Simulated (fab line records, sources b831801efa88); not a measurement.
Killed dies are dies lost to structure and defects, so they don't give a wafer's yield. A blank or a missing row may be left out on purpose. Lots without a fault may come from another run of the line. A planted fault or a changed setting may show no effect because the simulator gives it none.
Chamber matching | flow sky130 | SKY_CONTACT_CMP_27 on cmp-02: 4 sister chambers
The step polishes, stops on SiO2, t overpolish 15 s, target thk 0 nm. 22 wafers are shown with their chamber, then 11 later ones without.

WAFERS WITH THEIR CHAMBER
wafer  | chamber | motor_current_A (A) | time_to_endpoint_s (s) | overpolish_run_s (s)
L076.1 | 2       | 11.3                | 72                     | 14.995
L076.4 | 1       | 11.2                | 83                     | 15.020
L076.6 | 0       | 9.4                 | 78                     | 15.005
L077.4 | 0       | 9.8                 | 80                     | 15.003
L077.5 | 2       | 11.1                | 78                     | 14.981
L077.6 | 1       | 10.7                | 83                     | 14.998
L080.2 | 0       | 9.8                 | 76                     | 14.993
L080.4 | 3       | 12.0                | 74                     | 14.994
L080.5 | 1       | 10.9                | 88                     | 15.006
L081.3 | 0       | 9.7                 | 76                     | 15.013
L081.5 | 1       | 10.5                | 88                     | 15.003
L081.6 | 2       | 11.6                | 78                     | 14.999
L083.2 | 0       | 10.0                | 78                     | 14.997
L083.3 | 2       | 11.7                | 73                     | 15.001
L083.4 | 3       | 11.1                | 73                     | 15.001
L084.2 | 1       | 10.6                | 85                     | 14.996
L084.3 | 2       | 11.6                | 73                     | 15.005
L084.5 | 0       | 9.8                 | 75                     | 15.006
L087.1 | 3       | 11.8                | 76                     | 14.984
L087.4 | 2       | 11.1                | 73                     | 14.994
L087.6 | 0       | 9.8                 | 75                     | 15.001
L089.3 | 2       | 11.9                | 76                     | 14.998

SIGNATURES (means of the wafers above)
reading            | chamber 0 | chamber 1 | chamber 2 | chamber 3 | scatter within a chamber
motor_current_A    | 9.757     | 10.780    | 11.471    | 11.633    | 0.291
time_to_endpoint_s | 76.86     | 85.40     | 74.71     | 74.33     | 2.24
overpolish_run_s   | 15.00257  | 15.00460  | 14.99614  | 14.99300  | 0.00784
Rule: a wafer's distance from a chamber is the root of the sum, over the readings, of the square of ((its reading less the chamber's mean) divided by the reading's scatter). The wafer belongs to the nearest chamber; if the next one is less than 2 further off, it can't be placed. The scatter: the root of (the sum of the squares of (reading less its chamber's mean) over the shown wafers, divided by (wafers less chambers)).

WAFERS WITHOUT THEIR CHAMBER
wafer  | motor_current_A (A) | time_to_endpoint_s (s) | overpolish_run_s (s)
L089.4 | 11.8                | 72                     | 15.018
L089.6 | 12.0                | 72                     | 15.001
L090.3 | 11.2                | 77                     | 15.022
L090.4 | 10.7                | 85                     | 15.009
L090.5 | 9.6                 | 77                     | 14.983
L092.3 | 11.1                | 73                     | 15.006
L092.5 | 11.3                | 83                     | 14.993
L092.6 | 11.0                | 83                     | 14.998
L093.1 | 10.9                | 73                     | 15.005
L093.2 | 9.9                 | 73                     | 14.998
L093.4 | 11.0                | 83                     | 14.997

WHICH CHAMBER EACH WENT THROUGH
wafer  | from the rows above               | in truth
L089.4 | can't be placed: 2 or 3           | 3
L089.6 | can't be placed: 3 or 2           | 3
L090.3 | can't be placed: 2 or 3 or 1 or 0 | 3
L090.4 | 1                                 | 1
L090.5 | 0                                 | 0
L092.3 | can't be placed: 2 or 3           | 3
L092.5 | can't be placed: 1 or 2 or 3      | 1
L092.6 | 1                                 | 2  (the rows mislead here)
L093.1 | can't be placed: 2 or 3 or 0      | 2
L093.2 | 0                                 | 0
L093.4 | 1                                 | 1
Placed correctly: 4 of 11. Can't be placed from these rows: 6 (the true chamber is among the candidates in 6). Placed wrongly: 1.
